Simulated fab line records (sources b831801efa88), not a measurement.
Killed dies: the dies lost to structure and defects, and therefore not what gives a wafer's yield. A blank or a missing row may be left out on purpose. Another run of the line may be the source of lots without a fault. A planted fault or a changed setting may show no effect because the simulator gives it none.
Struck lot and sound lot, side by side | flow sky130 | 24 out of 708 route steps
Sound: the wafers L962.1, L962.4, L962.6. Struck: wafers L960.2, L960.3, L960.4. Last of all comes the cause.
At each step with rows: each side's tool, then ch and its chambers, then its first start. Under that, the readings that differ: sound wafers | struck wafers | difference of the means | sigmas: that difference in standard deviations of wafers without a fault.
alike: readings with means less than 2 such deviations apart, plus words and numbers identical on both sides. not compared: withheld readings, readings lacking a value on some wafer, bounds such as >300 that could conceal the same value, and numbers that have no deviation in the record and whose values overlap.
The two part at a step that has a row with sigmas, a row that says differs or no value, or rows on one side only. When numbers do not overlap yet have no deviation, they are printed without sigmas and do not part them. A reading missing from all wafers of one side parts the sides only when that side holds two or more wafers.

first, 8 steps without rows for these wafers: SKY_FIELD_ISO_DEHYDRATE_05 (time 60 s); SKY_FIELD_ISO_HMDS_06 (prime time 60 s); SKY_FIELD_ISO_COAT_07 (resist thk 60 nm); SKY_FIELD_ISO_COAT_08 (resist thk 450 nm); SKY_FIELD_ISO_SOFTBAKE_09 (time 90 s); SKY_FIELD_ISO_EXPOSE_10 (exposes mask FOM, target cd 150 nm); SKY_FIELD_ISO_PEB_11; SKY_FIELD_ISO_DEVELOP_12 (develop time 60 s).
SKY_FIELD_ISO_CD_MEAS_13: target cd 150 nm.
  sound on cd sem-02, day 4 23:23; struck on cd sem-02, day 4 12:47
  reading    | sound             | struck            | difference | sigmas
  cd nm (nm) | 150.0 150.4 149.8 | 153.4 152.9 153.1 | +3.1       | +2
SKY_FIELD_ISO_ETCH_14: etches BARC in N2/H2, stops on SiO2, time 45.9 s, target depth 60 nm.
  sound on rie diel-02 ch 0,1,3, day 4 23:30; struck on rie diel-02 ch 1,2,3, day 4 12:53
  alike: bias w, chamber pressure mTorr, drypump motor current A, n2 flow sccm, oes product au, throttle valve pct
  not compared: rf hours counter h
SKY_FIELD_ISO_ETCH_15: etches the open film in CHF3/O2, stops on Si, target depth 180 nm, time 72 s.
  sound on rie diel-02 ch 0,1,3, day 4 23:32; struck on rie diel-02 ch 1,2,3, day 4 12:55
  alike: O2_flow_sccm, bias w, drypump motor current A, oes product au, throttle valve pct
  not compared: rf hours counter h
SKY_FIELD_ISO_STRIP_16: strips in O2/N2.
  sound on plasma asher-04 ch 0,1, day 4 23:36; struck on plasma asher-02 ch 0,1, day 4 12:59
  alike: drypump motor current A, n2 flow sccm, oes product au, strip time to endpoint s
  not compared: rf hours counter h
SKY_FIELD_ISO_ETCH_17: etches Si in HBr/Cl2/O2, target depth 342 nm, time 97.7 s.
  sound on rie si-01 ch 2,3, day 4 23:42; struck on rie si-01 ch 0,1,3, day 4 13:05
  no value came back on the struck wafers for any of 6 readings (HBr_flow_sccm (sccm), O2_flow_sccm (sccm) and others); on the sound wafers HBr_flow_sccm (sccm) reads 149.6 150.6 150.5
  reading                                     | sound           | struck            | difference | sigmas
  model.Si3N4_of_FIELD_ISO_CVD_03.thk nm (nm) | 150 151.2 149.4 | 161.5 163.4 162.4 | +12.2      |
  not compared: rf hours counter h
then, 7 steps without rows for these wafers: SKY_FIELD_ISO_WET_ETCH_18 (etches Si3N4 in H3PO4, target depth 25 nm, time 286 s); SKY_FIELD_ISO_CLEAN_19 (cleans in SC1/SC2, time 150 s); SKY_FIELD_ISO_CLEAN_20 (cleans in dHF, time 20 s); SKY_FIELD_ISO_WET_ETCH_21 (etches SiO2 in dHF, target depth 20 nm, time 400 s); SKY_FIELD_ISO_OXIDATION_22 (stabilise 600 s, purge 300 s, target thk 10 nm); SKY_FIELD_ISO_CVD_24 (deposits SiO2, target thk 595 nm, time 99.2 s); SKY_FIELD_ISO_ANNEAL_26 (time 1800 s).
SKY_FIELD_ISO_CMP_27: polishes, stops on Si3N4, t overpolish 16 s, target thk 457.8 nm.
  sound on cmp-02 ch 0,2,3, day 5 04:27; struck on cmp-01 ch 1,2,3, day 4 19:53
  alike: head pressure psi, motor current A
SKY_FIELD_ISO_WET_ETCH_28: etches SiO2 in dHF, target depth 23.7 nm, time 47 s.
  sound on wet bench-04 ch 2, day 5 04:39; struck on wet bench-03 ch 0, day 4 20:11
  reading                                     | sound             | struck            | difference | sigmas
  run length s (s)                            | 81 81 81          | 75 75 75          | -6         | -2
  model.Si3N4_of_FIELD_ISO_CVD_03.thk nm (nm) | 118.3 119.6 117.7 | 130.8 132.7 131.7 | +13.2      |
  alike: bath heat duty pct
then, 1 step without rows for these wafers: SKY_FIELD_ISO_WET_ETCH_29 (etches Si3N4 in H3PO4, target depth 160 nm, time 1825 s).
-- here the record skips 44 days between the struck wafers' starts before and after, leaving off in module FIELD_ISO and picking up in module PAD_OPEN (first step shown: number 708 of the route) --
SKY_PAD_OPEN_PROBE_99:
  record: rows for the struck wafers here (prober-01, day 48 14:52), none for the sound ones

## WHERE THEY PART
Earliest at SKY_FIELD_ISO_CD_MEAS_13; latest, in this record, at SKY_PAD_OPEN_PROBE_99.

WHY: what the simulator had put in
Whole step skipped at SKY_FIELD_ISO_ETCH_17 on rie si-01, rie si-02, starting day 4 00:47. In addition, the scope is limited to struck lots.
